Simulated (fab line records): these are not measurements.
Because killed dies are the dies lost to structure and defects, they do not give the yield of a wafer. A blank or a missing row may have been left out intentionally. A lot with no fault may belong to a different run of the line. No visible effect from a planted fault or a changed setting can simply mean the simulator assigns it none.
One fault seen from 2 desks :: flow gf180mcu :: what lay behind the numbers comes last; until then each desk has only its own

FROM THE METROLOGY DESK
Means of the sampled wafers that have a number, per lot and without regard to the tool the lot ran on: this is what the gauges read. If a lot's mean is further than 4 standard deviations from the usual mean, the lot is out of limits and carries the mark OUT (the distance appears in the brackets).
Columns: A = V2_OVL at GF_V2_OVL_MEAS_15, usual -4 nm; B = V2_W_RS at GF_V2_RS_MEAS_24, usual 0.332 ohm/sq; C = V2_W_THK at GF_V2_THK_MEAS_25, usual 353 nm
lot: L134
first seen here: day 22 04:01
A: -9
B: 0.338
C: 344

lot: L136
first seen here: day 23 01:08
A: -3
B: 0.332
C: 360

lot: L138
first seen here: day 23 11:04
A: -5
B: 0.331
C: 361

lot: L140
first seen here: day 24 19:25
A: 0
B: 0.334
C: 347

lot: L147
first seen here: day 26 15:00
A: 1
B: 0.335
C: 350

lot: L151
first seen here: day 27 15:11
A: -14
B: 0.337
C: 345
Finding of this desk: none of the 6 lots has anything out of limits.

DESK OF THE TOOL OWNER: pvd_sputter-04
The tool's own readings at GF_M3_SPUTTER_00 (material Ti, target thk 37.5 nm, time 150 s): means of the sampled wafers that have a number, for each lot that ran on this tool. If a lot's mean is further than 4 standard deviations from the usual mean, the lot is out of limits and carries the mark OUT (the distance appears in the brackets).
Columns: A = chamber_pressure_pa at GF_M3_SPUTTER_00, usual 2.000 Pa; B = throttle_valve_pct at GF_M3_SPUTTER_00, usual 30.2 %
lot: L136
first seen here: day 23 02:50
A: 1.999
B: 29.5

lot: L138
first seen here: day 23 12:26
A: 1.627 (-96) OUT
B: 32.7

lot: L140
first seen here: day 24 21:05
A: 1.629 (-95) OUT
B: 33.3
This desk's finding: out of limits on L138, L140; first on L138, day 23 12:26 (chamber_pressure_pa at GF_M3_SPUTTER_00). Within limits: L136.

ALL TOGETHER
The tool owner's desk could have raised an alarm at day 23 12:26, on L138, L140.
From the metrology desk's view, nothing was out of limits.
The metrology desk has L138, L140 on record, within its limits.
Every lot named ran GF_M3_SPUTTER_00 on pvd_sputter-04.

WHAT WAS PUT IN BY THE SIMULATOR
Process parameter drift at GF_M3_SPUTTER_00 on pvd_sputter-04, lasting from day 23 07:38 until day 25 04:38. Setting chamber_pressure_pa, moved by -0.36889, from 2. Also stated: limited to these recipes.
Shown lots that were struck: L138, L140.
Delay in hours, fault start to first out-of-limits reading, by desk: the tool owner's desk at 5.
